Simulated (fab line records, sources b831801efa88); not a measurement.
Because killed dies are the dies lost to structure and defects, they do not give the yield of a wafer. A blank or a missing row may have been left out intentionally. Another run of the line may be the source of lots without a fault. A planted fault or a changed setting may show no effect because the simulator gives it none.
fab line records | flow sky130 | part 1 of 2: steps 1 to 32 of 44
record lots=5 | wafers=15 | last-day=48
route steps=708 shown VT_ADJUST_HVTP@91 VT_ADJUST_LVTN@97 VT_ADJUST_NCORE@119 VT_ADJUST_HVTR@131
lots with no fault: from the same line, run without faults
start-h: hours from the record's opening day to when the first of the lot's shown wafers began | wait-h: hours from the lot's prior step to this one | " repeats the value in the row above | L1.1+2: one row covering several wafers at once | - value missing, or start not given | * or withheld: withheld | < > ~ a bound
route shown NAME@n: a module of which the file shows steps, and the number in the route of the first | usual: the fault-free wafers' mean and standard deviation | same: alike in all rows | chamber/n: place in a boat | sites: the reading at each site | _std_site: standard deviation across them | _edge_site: mean of outer sites minus mean of inner sites | radius-mm: for every site, how far away it sits from the centre of the wafer | mask NAME#n: copy n | behind: the most recent tool/chamber to have shaped the wafer | hold: why the lot went on hold/how many hours it stayed there/how the hold came to an end | device: the n, p or np transistor that did not switch | end of line: the same wafers' tests at the end of the route | a step without rows: its recipe alone | killed: not the wafer's yield, but the dies lost to structure and defects at the first sort | map: a wafer's dies, marking killed ones x, the rest . and places with no die _
set.NAME: setting as actually run; set.NAME@STEP: the setting as run at that earlier step | model.NAME: the simulator's own value behind a step, which no gauge read
lots at selected steps of the route; one table per step, one row per wafer
services: a tool's chamber out of use, with start hour (start-h, from the record's first day; less than 0 if before it), hours out, and reason
## steps
# step SKY_VT_ADJUST_HVTP_DEVELOP_06
# recipe resist=NOVOLAK | developer=TMAH | develop-time-s=60 | dev-temp-c=23
lot.wafer  | tool           | chamber | start-h | wait-h
L075.1+5+6 | litho-track-02 | 0       | 121.40  | 0.1
L078.1+4+5 | litho-track-02 | 0       | 138.55  | 0.1
L082.1+3+4 | litho-track-02 | 0       | 174.60  | 0.1
L084.2+4+6 | litho-track-02 | 0       | 189.73  | 0.1
L085.2+3+5 | litho-track-03 | 0       | 194.05  | 0.1
# step SKY_VT_ADJUST_HVTP_CD_MEAS_07
# recipe target-cd-nm=380
# usual cd-nm=379.9/2.7
lot.wafer | tool      | chamber | start-h | wait-h | cd-nm
L075.1    | cd-sem-01 | -       | 121.55  | 0.1    | 377.0
L075.5    | "         | -       | "       | "      | 379.6
L075.6    | "         | -       | "       | "      | 377.6
L078.1    | cd-sem-01 | -       | 138.70  | 0.1    | 382.4
L078.4    | "         | -       | "       | "      | 382.3
L078.5    | "         | -       | "       | "      | 381.1
L082.1    | cd-sem-01 | -       | 174.75  | 0.1    | 381.2
L082.3    | "         | -       | "       | "      | 376.2
L082.4    | "         | -       | "       | "      | 377.4
L084.2    | cd-sem-02 | -       | 189.87  | 0.1    | 375.3
L084.4    | "         | -       | "       | "      | 374.5
L084.6    | "         | -       | "       | "      | 374.0
L085.2    | cd-sem-02 | -       | 194.19  | 0.1    | 383.2
L085.3    | "         | -       | "       | "      | 382.1
L085.5    | "         | -       | "       | "      | 383.1
# step SKY_VT_ADJUST_HVTP_OVL_MEAS_08
# usual VT_ADJUST_HVTP_OVL=-0.5/1.2
lot.wafer | tool       | chamber | start-h | wait-h | VT_ADJUST_HVTP_OVL[nm]
L075.1    | overlay-02 | -       | 121.67  | 0.1    | -0.8
L075.5    | "          | -       | "       | "      | -0.1
L075.6    | "          | -       | "       | "      | 0.0
L078.1    | overlay-02 | -       | 138.82  | 0.1    | -2.0
L078.4    | "          | -       | "       | "      | -1.6
L078.5    | "          | -       | "       | "      | -1.1
L082.1    | overlay-01 | -       | 174.87  | 0.1    | -1.2
L082.3    | "          | -       | "       | "      | 0.0
L082.4    | "          | -       | "       | "      | 0.4
L084.2    | overlay-02 | -       | 189.98  | 0.1    | 0.2
L084.4    | "          | -       | "       | "      | -0.6
L084.6    | "          | -       | "       | "      | 1.3
L085.2    | overlay-02 | -       | 194.30  | 0.1    | 0.2
L085.3    | "          | -       | "       | "      | -1.2
L085.5    | "          | -       | "       | "      | -1.2
# step SKY_VT_ADJUST_HVTP_IMPLANT_09
# recipe species=As | energy-kev=150 | dose-cm2=4.3e+12 | tilt-deg=withheld
lot.wafer  | tool         | chamber | start-h | wait-h
L075.1+5+6 | implanter-01 | 0       | 121.71  | 0.0
L078.1+4+5 | implanter-04 | 0       | 138.86  | 0.0
L082.1+3+4 | implanter-01 | 0       | 174.91  | 0.0
L084.2+4+6 | implanter-04 | 0       | 190.03  | 0.0
L085.2+3+5 | implanter-03 | 0       | 194.35  | 0.0
# step SKY_VT_ADJUST_HVTP_STRIP_10
# recipe chemistry=O2/N2 | power-w=1400 | pressure-mtorr=1500 | platen-temp-c=withheld | o2-flow-sccm=3000 | n2-flow-sccm=300 | overash-fraction=0.5
# usual drypump-motor-current-A=5.6/0.43 | oes-product-au=0.716/0.0045 | strip-time-to-endpoint-s=14.18/0.038
lot.wafer | tool            | chamber | start-h | wait-h | drypump-motor-current-A | oes-product-au | rf-hours-counter-h | strip-time-to-endpoint-s
L075.1    | plasma-asher-04 | 0       | 121.86  | 0.1    | 6.3                     | 0.713          | 44                 | 14.20
L075.5    | "               | 1       | "       | "      | 5.1                     | 0.724          | -                  | 14.20
L075.6    | "               | 0       | "       | "      | 6.3                     | 0.720          | -                  | 14.19
L078.1    | plasma-asher-03 | 0       | 139.01  | 0.1    | 5.7                     | 0.716          | 2                  | 14.18
L078.4    | "               | 1       | "       | "      | 5.3                     | 0.714          | -                  | 14.23
L078.5    | "               | 1       | "       | "      | 5.3                     | 0.711          | -                  | 14.25
L082.1    | plasma-asher-04 | 0       | 175.06  | 0.1    | 6.3                     | 0.716          | 48                 | 14.13
L082.3    | "               | 0       | "       | "      | 6.3                     | 0.711          | -                  | 14.18
L082.4    | "               | 1       | "       | "      | 5.0                     | 0.716          | -                  | 14.13
L084.2    | plasma-asher-03 | 1       | 190.16  | 0.1    | 5.3                     | 0.715          | 7                  | 14.15
L084.4    | "               | 1       | "       | "      | 5.3                     | 0.714          | -                  | 14.22
L084.6    | "               | 1       | "       | "      | 5.3                     | 0.718          | -                  | 14.15
L085.2    | plasma-asher-01 | 1       | 194.48  | 0.1    | 5.9                     | 0.717          | 48                 | 14.13
L085.3    | "               | 1       | "       | "      | 6.0                     | 0.721          | -                  | 14.08
L085.5    | "               | 1       | "       | "      | 5.9                     | 0.709          | -                  | 14.14
# step SKY_VT_ADJUST_HVTP_TW_MEAS_11
# usual VT_ADJUST_HVTP_TW=1367/13
lot.wafer | tool          | chamber | start-h | wait-h | VT_ADJUST_HVTP_TW
L075.1    | film-metro-04 | -       | 121.96  | 0.1    | 1361
L075.5    | "             | -       | "       | "      | 1352
L075.6    | "             | -       | "       | "      | 1355
L078.1    | film-metro-02 | -       | 139.11  | 0.1    | 1379
L078.4    | "             | -       | "       | "      | 1374
L078.5    | "             | -       | "       | "      | 1372
L082.1    | film-metro-02 | -       | 175.16  | 0.1    | 1379
L082.3    | "             | -       | "       | "      | 1376
L082.4    | "             | -       | "       | "      | 1377
L084.2    | film-metro-02 | -       | 190.27  | 0.1    | 1384
L084.4    | "             | -       | "       | "      | 1385
L084.6    | "             | -       | "       | "      | 1377
L085.2    | film-metro-02 | -       | 194.59  | 0.1    | 1383
L085.3    | "             | -       | "       | "      | 1389
L085.5    | "             | -       | "       | "      | 1381
# step SKY_VT_ADJUST_LVTN_DEHYDRATE_00
# recipe temp-c=200 | time-s=60
lot.wafer  | tool           | chamber | start-h | wait-h
L075.1+5+6 | litho-track-04 | 0       | 130.91  | 8.9
L078.1+4+5 | litho-track-02 | 0       | 148.60  | 9.5
L082.1+3+4 | litho-track-04 | 0       | 185.01  | 9.8
L084.2+4+6 | litho-track-04 | 0       | 201.03  | 10.8
L085.2+3+5 | litho-track-03 | 0       | 204.80  | 10.2
# step SKY_VT_ADJUST_LVTN_HMDS_01
# recipe prime-time-s=60 | prime-temp-c=120
lot.wafer  | tool           | chamber | start-h | wait-h
L075.1+5+6 | litho-track-04 | 0       | 131.06  | 0.1
L078.1+4+5 | litho-track-02 | 0       | 148.75  | 0.1
L082.1+3+4 | litho-track-04 | 0       | 185.16  | 0.1
L084.2+4+6 | litho-track-04 | 0       | 201.18  | 0.1
L085.2+3+5 | litho-track-03 | 0       | 204.95  | 0.1
# step SKY_VT_ADJUST_LVTN_COAT_02
# recipe spin-rpm=2000 | resist-thk-nm=3000
lot.wafer  | tool           | chamber | start-h | wait-h
L075.1+5+6 | litho-track-04 | 0       | 131.21  | 0.1
L078.1+4+5 | litho-track-02 | 0       | 148.90  | 0.1
L082.1+3+4 | litho-track-04 | 0       | 185.31  | 0.1
L084.2+4+6 | litho-track-04 | 0       | 201.33  | 0.1
L085.2+3+5 | litho-track-03 | 0       | 205.10  | 0.1
# step SKY_VT_ADJUST_LVTN_SOFTBAKE_03
# recipe temp-c=110 | time-s=withheld
lot.wafer  | tool           | chamber | start-h | wait-h
L075.1+5+6 | litho-track-04 | 0       | 131.36  | 0.1
L078.1+4+5 | litho-track-02 | 0       | 149.05  | 0.1
L082.1+3+4 | litho-track-04 | 0       | 185.46  | 0.1
L084.2+4+6 | litho-track-04 | 0       | 201.49  | 0.1
L085.2+3+5 | litho-track-03 | 0       | 205.26  | 0.1
# step SKY_VT_ADJUST_LVTN_EXPOSE_04
# recipe mask-id=NWM_COMPLEMENT_LESS_NATIVE | na=0.6 | source-shape=conventional | sigma-outer=0.6 | polarization=unpolarized | target-cd-nm=840 | dose-mj=194
# usual exposure-dose-mJ-cm2=193.96/0.17
lot.wafer | tool             | chamber | start-h | wait-h | mask                         | exposure-dose-mJ-cm2
L075.1    | iline-stepper-02 | 0       | -       | -      | NWM_COMPLEMENT_LESS_NATIVE#0 | 194.10
L075.5    | "                | 0       | "       | "      | NWM_COMPLEMENT_LESS_NATIVE#0 | 194.26
L075.6    | "                | 0       | "       | "      | NWM_COMPLEMENT_LESS_NATIVE#0 | 194.11
L078.1    | iline-stepper-02 | 0       | -       | -      | NWM_COMPLEMENT_LESS_NATIVE#0 | 193.59
L078.4    | "                | 0       | "       | "      | NWM_COMPLEMENT_LESS_NATIVE#0 | 193.75
L078.5    | "                | 0       | "       | "      | NWM_COMPLEMENT_LESS_NATIVE#0 | 193.72
L082.1    | iline-stepper-02 | 0       | -       | -      | NWM_COMPLEMENT_LESS_NATIVE#0 | 194.15
L082.3    | "                | 0       | "       | "      | NWM_COMPLEMENT_LESS_NATIVE#0 | 193.59
L082.4    | "                | 0       | "       | "      | NWM_COMPLEMENT_LESS_NATIVE#0 | 194.01
L084.2    | iline-stepper-02 | 0       | -       | -      | NWM_COMPLEMENT_LESS_NATIVE#0 | 194.06
L084.4    | "                | 0       | "       | "      | NWM_COMPLEMENT_LESS_NATIVE#0 | 194.05
L084.6    | "                | 0       | "       | "      | NWM_COMPLEMENT_LESS_NATIVE#0 | 193.68
L085.2    | iline-stepper-01 | 0       | -       | -      | NWM_COMPLEMENT_LESS_NATIVE#0 | 193.93
L085.3    | "                | 0       | "       | "      | NWM_COMPLEMENT_LESS_NATIVE#0 | 194.21
L085.5    | "                | 0       | "       | "      | NWM_COMPLEMENT_LESS_NATIVE#0 | 193.93
# step SKY_VT_ADJUST_LVTN_PEB_05
# recipe temp-c=115 | time-s=withheld
lot.wafer  | tool           | chamber | start-h | wait-h
L075.1+5+6 | litho-track-02 | 0       | -       | -
L078.1+4+5 | litho-track-02 | 0       | -       | -
L082.1+3+4 | litho-track-03 | 0       | -       | -
L084.2+4+6 | litho-track-02 | 0       | -       | -
L085.2+3+5 | litho-track-04 | 0       | -       | -
# step SKY_VT_ADJUST_LVTN_DEVELOP_06
# recipe wall-angle-deg=90 | developer=TMAH | develop-time-s=60 | dev-temp-c=23
lot.wafer  | tool           | chamber | start-h | wait-h
L075.1+5+6 | litho-track-02 | 0       | -       | -
L078.1+4+5 | litho-track-02 | 0       | -       | -
L082.1+3+4 | litho-track-03 | 0       | -       | -
L084.2+4+6 | litho-track-02 | 0       | -       | -
L085.2+3+5 | litho-track-04 | 0       | -       | -
# step SKY_VT_ADJUST_LVTN_OVL_MEAS_07
# usual VT_ADJUST_LVTN_OVL=-0.4/1.4
lot.wafer | tool       | chamber | start-h | wait-h | VT_ADJUST_LVTN_OVL[nm]
L075.1    | overlay-01 | -       | 140.45  | -      | 0.3
L075.5    | "          | -       | "       | "      | 1.2
L075.6    | "          | -       | "       | "      | 1.4
L078.1    | overlay-01 | -       | 158.70  | -      | -0.6
L078.4    | "          | -       | "       | "      | 1.1
L078.5    | "          | -       | "       | "      | -1.4
L082.1    | overlay-02 | -       | 197.57  | -      | 0.3
L082.3    | "          | -       | "       | "      | 0.1
L082.4    | "          | -       | "       | "      | 0.1
L084.2    | overlay-02 | -       | 212.61  | -      | -2.0
L084.4    | "          | -       | "       | "      | -0.6
L084.6    | "          | -       | "       | "      | -2.9
L085.2    | overlay-02 | -       | 216.36  | -      | -1.1
L085.3    | "          | -       | "       | "      | -0.5
L085.5    | "          | -       | "       | "      | -0.7
# step SKY_VT_ADJUST_LVTN_IMPLANT_08
# recipe species=B | energy-kev=30 | dose-cm2=1.57e+12 | tilt-deg=withheld
lot.wafer  | tool         | chamber | start-h | wait-h
L075.1+5+6 | implanter-02 | 0       | 140.49  | 0.0
L078.1+4+5 | implanter-01 | 0       | 159.03  | 0.3
L082.1+3+4 | implanter-04 | 0       | 197.61  | 0.0
L084.2+4+6 | implanter-04 | 0       | 212.66  | 0.0
L085.2+3+5 | implanter-01 | 0       | 216.42  | 0.0
# step SKY_VT_ADJUST_LVTN_STRIP_09
# recipe chemistry=O2/N2 | power-w=1400 | pressure-mtorr=1500 | platen-temp-c=withheld | o2-flow-sccm=3000 | n2-flow-sccm=300 | overash-fraction=0.5
# usual drypump-motor-current-A=6.0/0.51 | oes-product-au=0.723/0.0044 | strip-time-to-endpoint-s=36.93/0.095
lot.wafer | tool            | chamber | start-h | wait-h | drypump-motor-current-A | oes-product-au | rf-hours-counter-h | strip-time-to-endpoint-s
L075.1    | plasma-asher-04 | 1       | 140.64  | 0.1    | 5.1                     | 0.723          | 46                 | 36.76
L075.5    | "               | 0       | "       | "      | 6.3                     | 0.723          | -                  | 36.75
L075.6    | "               | 1       | "       | "      | 5.1                     | 0.718          | -                  | 36.88
L078.1    | plasma-asher-02 | 1       | 159.18  | 0.1    | 6.3                     | 0.722          | 35                 | 36.80
L078.4    | "               | 1       | "       | "      | 6.3                     | 0.722          | -                  | 36.82
L078.5    | "               | 0       | "       | "      | 6.4                     | 0.730          | -                  | 36.73
L082.1    | plasma-asher-04 | 1       | 197.76  | 0.1    | 5.0                     | 0.723          | 50                 | 36.98
L082.3    | "               | 1       | "       | "      | 5.1                     | 0.725          | -                  | 36.97
L082.4    | "               | 0       | "       | "      | 6.3                     | 0.718          | -                  | 36.91
L084.2    | plasma-asher-03 | 0       | 212.79  | 0.1    | 5.7                     | 0.727          | 9                  | 36.97
L084.4    | "               | 0       | "       | "      | 5.7                     | 0.728          | -                  | 36.98
L084.6    | "               | 1       | "       | "      | 5.3                     | 0.720          | -                  | 36.96
L085.2    | plasma-asher-04 | 1       | 216.54  | 0.1    | 5.1                     | 0.721          | 52                 | 36.93
L085.3    | "               | 0       | "       | "      | 6.3                     | 0.722          | -                  | 36.88
L085.5    | "               | 1       | "       | "      | 5.1                     | 0.724          | -                  | 36.77
# step SKY_VT_ADJUST_LVTN_TW_MEAS_10
# usual VT_ADJUST_LVTN_TW=243.3/1.9
lot.wafer | tool          | chamber | start-h | wait-h | VT_ADJUST_LVTN_TW
L075.1    | film-metro-01 | -       | 140.74  | 0.1    | 241.7
L075.5    | "             | -       | "       | "      | 240.2
L075.6    | "             | -       | "       | "      | 242.1
L078.1    | film-metro-01 | -       | 159.28  | 0.1    | 241.8
L078.4    | "             | -       | "       | "      | 241.6
L078.5    | "             | -       | "       | "      | 241.0
L082.1    | film-metro-02 | -       | 197.86  | 0.1    | 245.4
L082.3    | "             | -       | "       | "      | 245.2
L082.4    | "             | -       | "       | "      | 246.7
L084.2    | film-metro-04 | -       | 212.90  | 0.1    | 241.8
L084.4    | "             | -       | "       | "      | 242.9
L084.6    | "             | -       | "       | "      | 241.9
L085.2    | film-metro-04 | -       | 216.65  | 0.1    | 242.7
L085.3    | "             | -       | "       | "      | 242.8
L085.5    | "             | -       | "       | "      | 243.8
# step SKY_VT_ADJUST_LVTN_DEHYDRATE_11
# recipe temp-c=200 | time-s=60
lot.wafer  | tool           | chamber | start-h | wait-h
L075.1+5+6 | litho-track-04 | 0       | 150.41  | 9.7
L078.1+4+5 | litho-track-03 | 0       | 168.57  | 9.3
L082.1+3+4 | litho-track-03 | 0       | 206.97  | 9.1
L084.2+4+6 | litho-track-02 | 0       | 223.18  | 10.3
L085.2+3+5 | litho-track-03 | 0       | 227.10  | 10.4
# step SKY_VT_ADJUST_LVTN_HMDS_12
# recipe prime-time-s=60 | prime-temp-c=120
lot.wafer  | tool           | chamber | start-h | wait-h
L075.1+5+6 | litho-track-04 | 0       | 150.56  | 0.1
L078.1+4+5 | litho-track-03 | 0       | 168.72  | 0.1
L082.1+3+4 | litho-track-03 | 0       | 207.12  | 0.1
L084.2+4+6 | litho-track-02 | 0       | 223.33  | 0.1
L085.2+3+5 | litho-track-03 | 0       | 227.25  | 0.1
# step SKY_VT_ADJUST_LVTN_COAT_13
# recipe resist=NOVOLAK | spin-rpm=3000 | resist-thk-nm=1140
lot.wafer  | tool           | chamber | start-h | wait-h
L075.1+5+6 | litho-track-04 | 0       | 150.71  | 0.1
L078.1+4+5 | litho-track-03 | 0       | 168.87  | 0.1
L082.1+3+4 | litho-track-03 | 0       | 207.27  | 0.1
L084.2+4+6 | litho-track-02 | 0       | 223.48  | 0.1
L085.2+3+5 | litho-track-03 | 0       | 227.40  | 0.1
# step SKY_VT_ADJUST_LVTN_SOFTBAKE_14
# recipe temp-c=90 | time-s=60 | resist=NOVOLAK
lot.wafer  | tool           | chamber | start-h | wait-h
L075.1+5+6 | litho-track-04 | 0       | 150.86  | 0.1
L078.1+4+5 | litho-track-03 | 0       | 169.02  | 0.1
L082.1+3+4 | litho-track-03 | 0       | 207.42  | 0.1
L084.2+4+6 | litho-track-02 | 0       | 223.63  | 0.1
L085.2+3+5 | litho-track-03 | 0       | 227.55  | 0.1
# step SKY_VT_ADJUST_LVTN_EXPOSE_15
# recipe mask-id=HVN_STD_DERIVED | na=0.6 | source-shape=conventional | sigma-outer=0.6 | polarization=unpolarized | target-cd-nm=600 | dose-mj=163
# usual exposure-dose-mJ-cm2=163.01/0.17
lot.wafer | tool             | chamber | start-h | wait-h | mask              | exposure-dose-mJ-cm2
L075.1    | iline-stepper-01 | 0       | -       | -      | HVN_STD_DERIVED#0 | 162.98
L075.5    | "                | 0       | "       | "      | HVN_STD_DERIVED#0 | 163.16
L075.6    | "                | 0       | "       | "      | HVN_STD_DERIVED#0 | 163.02
L078.1    | iline-stepper-01 | 0       | -       | -      | HVN_STD_DERIVED#0 | 163.26
L078.4    | "                | 0       | "       | "      | HVN_STD_DERIVED#0 | 163.09
L078.5    | "                | 0       | "       | "      | HVN_STD_DERIVED#0 | 163.21
L082.1    | iline-stepper-01 | 0       | -       | -      | HVN_STD_DERIVED#0 | 162.97
L082.3    | "                | 0       | "       | "      | HVN_STD_DERIVED#0 | 162.79
L082.4    | "                | 0       | "       | "      | HVN_STD_DERIVED#0 | 162.70
L084.2    | iline-stepper-02 | 0       | -       | -      | HVN_STD_DERIVED#0 | 162.94
L084.4    | "                | 0       | "       | "      | HVN_STD_DERIVED#0 | 162.94
L084.6    | "                | 0       | "       | "      | HVN_STD_DERIVED#0 | 163.05
L085.2    | iline-stepper-02 | 0       | -       | -      | HVN_STD_DERIVED#0 | 163.19
L085.3    | "                | 0       | "       | "      | HVN_STD_DERIVED#0 | 162.99
L085.5    | "                | 0       | "       | "      | HVN_STD_DERIVED#0 | 162.90
# step SKY_VT_ADJUST_LVTN_PEB_16
# recipe temp-c=withheld | time-s=* | resist=NOVOLAK
lot.wafer  | tool           | chamber | start-h | wait-h
L075.1+5+6 | litho-track-04 | 0       | -       | -
L078.1+4+5 | litho-track-02 | 0       | -       | -
L082.1+3+4 | litho-track-03 | 0       | -       | -
L084.2+4+6 | litho-track-04 | 0       | -       | -
L085.2+3+5 | litho-track-04 | 0       | -       | -
# step SKY_VT_ADJUST_LVTN_DEVELOP_17
# recipe resist=NOVOLAK | developer=TMAH | develop-time-s=60 | dev-temp-c=23
lot.wafer  | tool           | chamber | start-h | wait-h
L075.1+5+6 | litho-track-04 | 0       | 160.06  | 0.1
L078.1+4+5 | litho-track-02 | 0       | 178.25  | 0.1
L082.1+3+4 | litho-track-03 | 0       | 219.07  | 0.1
L084.2+4+6 | litho-track-04 | 0       | 235.78  | 0.1
L085.2+3+5 | litho-track-04 | 0       | 240.33  | 0.1
# step SKY_VT_ADJUST_LVTN_OVL_MEAS_18
# usual VT_ADJUST_LVTN_01_OVL=0.2/1.4
lot.wafer | tool       | chamber | start-h | wait-h | VT_ADJUST_LVTN_01_OVL[nm]
L075.1    | overlay-02 | -       | 160.21  | 0.1    | -0.5
L075.5    | "          | -       | "       | "      | -0.4
L075.6    | "          | -       | "       | "      | 0.5
L078.1    | overlay-01 | -       | 178.40  | 0.1    | -0.9
L078.4    | "          | -       | "       | "      | 1.7
L078.5    | "          | -       | "       | "      | 0.3
L082.1    | overlay-02 | -       | 219.22  | 0.1    | 1.0
L082.3    | "          | -       | "       | "      | 1.3
L082.4    | "          | -       | "       | "      | 0.4
L084.2    | overlay-01 | -       | 235.91  | 0.1    | -1.2
L084.4    | "          | -       | "       | "      | -0.2
L084.6    | "          | -       | "       | "      | -1.5
L085.2    | overlay-02 | -       | 240.46  | 0.1    | 2.0
L085.3    | "          | -       | "       | "      | 0.5
L085.5    | "          | -       | "       | "      | 0.4
# step SKY_VT_ADJUST_LVTN_IMPLANT_19
# recipe species=B | energy-kev=30 | dose-cm2=6.5e+11 | tilt-deg=withheld
lot.wafer  | tool         | chamber | start-h | wait-h
L075.1+5+6 | implanter-04 | 0       | 160.24  | 0.0
L078.1+4+5 | implanter-04 | 0       | 178.44  | 0.0
L082.1+3+4 | implanter-04 | 0       | 219.26  | 0.0
L084.2+4+6 | implanter-01 | 0       | 235.97  | 0.0
L085.2+3+5 | implanter-04 | 0       | 240.52  | 0.0
# step SKY_VT_ADJUST_LVTN_STRIP_20
# recipe chemistry=O2/N2 | power-w=1400 | pressure-mtorr=1500 | platen-temp-c=withheld | o2-flow-sccm=3000 | n2-flow-sccm=300 | overash-fraction=0.5
# usual drypump-motor-current-A=5.8/0.51 | oes-product-au=0.716/0.0047 | strip-time-to-endpoint-s=14.18/0.032
lot.wafer | tool            | chamber | start-h | wait-h | drypump-motor-current-A | oes-product-au | rf-hours-counter-h | strip-time-to-endpoint-s
L075.1    | plasma-asher-03 | 0       | 160.39  | 0.1    | 5.7                     | 0.718          | 4                  | 14.19
L075.5    | "               | 0       | "       | "      | 5.7                     | 0.717          | -                  | 14.18
L075.6    | "               | 1       | "       | "      | 5.3                     | 0.705          | -                  | 14.20
L078.1    | plasma-asher-02 | 1       | 178.59  | 0.1    | 6.3                     | 0.720          | 37                 | 14.17
L078.4    | "               | 1       | "       | "      | 6.3                     | 0.718          | -                  | 14.13
L078.5    | "               | 0       | "       | "      | 6.4                     | 0.718          | -                  | 14.14
L082.1    | plasma-asher-02 | 1       | 219.41  | 0.1    | 6.3                     | 0.710          | 41                 | 14.18
L082.3    | "               | 1       | "       | "      | 6.3                     | 0.714          | -                  | 14.25
L082.4    | "               | 0       | "       | "      | 6.4                     | 0.711          | -                  | 14.19
L084.2    | plasma-asher-03 | 1       | 236.09  | 0.1    | 5.3                     | 0.707          | 12                 | 14.24
L084.4    | "               | 1       | "       | "      | 5.3                     | 0.712          | -                  | 14.23
L084.6    | "               | 1       | "       | "      | 5.3                     | 0.711          | -                  | 14.19
L085.2    | plasma-asher-03 | 1       | 240.64  | 0.1    | 5.3                     | 0.716          | 12                 | 14.19
L085.3    | "               | 1       | "       | "      | 5.3                     | 0.709          | -                  | 14.13
L085.5    | "               | 1       | "       | "      | 5.3                     | 0.713          | -                  | 14.13
# step SKY_VT_ADJUST_LVTN_TW_MEAS_21
# usual VT_ADJUST_LVTN_2_TW=189.1/1.3
lot.wafer | tool          | chamber | start-h | wait-h | VT_ADJUST_LVTN_2_TW
L075.1    | film-metro-01 | -       | 160.49  | 0.1    | 188.8
L075.5    | "             | -       | "       | "      | 189.5
L075.6    | "             | -       | "       | "      | 189.2
L078.1    | film-metro-04 | -       | 178.69  | 0.1    | 187.5
L078.4    | "             | -       | "       | "      | 188.7
L078.5    | "             | -       | "       | "      | 187.6
L082.1    | film-metro-01 | -       | 219.51  | 0.1    | 188.9
L082.3    | "             | -       | "       | "      | 188.9
L082.4    | "             | -       | "       | "      | 188.6
L084.2    | film-metro-02 | -       | 236.20  | 0.1    | 190.8
L084.4    | "             | -       | "       | "      | 191.3
L084.6    | "             | -       | "       | "      | 190.6
L085.2    | film-metro-02 | -       | 240.75  | 0.1    | 190.4
L085.3    | "             | -       | "       | "      | 191.0
L085.5    | "             | -       | "       | "      | 191.1
# step SKY_VT_ADJUST_NCORE_DEHYDRATE_00
# recipe temp-c=200 | time-s=60
lot.wafer  | tool           | chamber | start-h | wait-h
L075.1+5+6 | litho-track-01 | 0       | 169.76  | 9.3
L078.1+4+5 | litho-track-01 | 0       | 189.76  | 11.1
L082.1+3+4 | litho-track-04 | 0       | 229.66  | 10.1
L084.2+4+6 | litho-track-01 | 0       | 247.94  | 11.7
L085.2+3+5 | litho-track-03 | 0       | 251.20  | 10.4
# step SKY_VT_ADJUST_NCORE_HMDS_01
# recipe prime-time-s=60 | prime-temp-c=120
lot.wafer  | tool           | chamber | start-h | wait-h
L075.1+5+6 | litho-track-01 | 0       | 169.91  | 0.1
L078.1+4+5 | litho-track-01 | 0       | 189.91  | 0.1
L082.1+3+4 | litho-track-04 | 0       | 229.81  | 0.1
L084.2+4+6 | litho-track-01 | 0       | 248.09  | 0.1
L085.2+3+5 | litho-track-03 | 0       | 251.35  | 0.1
# step SKY_VT_ADJUST_NCORE_COAT_02
# recipe resist=NOVOLAK | spin-rpm=3000 | resist-thk-nm=1140
lot.wafer  | tool           | chamber | start-h | wait-h
L075.1+5+6 | litho-track-01 | 0       | 170.06  | 0.1
L078.1+4+5 | litho-track-01 | 0       | 190.06  | 0.1
L082.1+3+4 | litho-track-04 | 0       | 229.96  | 0.1
L084.2+4+6 | litho-track-01 | 0       | 248.24  | 0.1
L085.2+3+5 | litho-track-03 | 0       | 251.50  | 0.1
# step SKY_VT_ADJUST_NCORE_SOFTBAKE_03
# recipe temp-c=90 | time-s=60 | resist=NOVOLAK
lot.wafer  | tool           | chamber | start-h | wait-h
L075.1+5+6 | litho-track-01 | 0       | 170.21  | 0.1
L078.1+4+5 | litho-track-01 | 0       | 190.21  | 0.1
L082.1+3+4 | litho-track-04 | 0       | 230.11  | 0.1
L084.2+4+6 | litho-track-01 | 0       | 248.39  | 0.1
L085.2+3+5 | litho-track-03 | 0       | 251.65  | 0.1
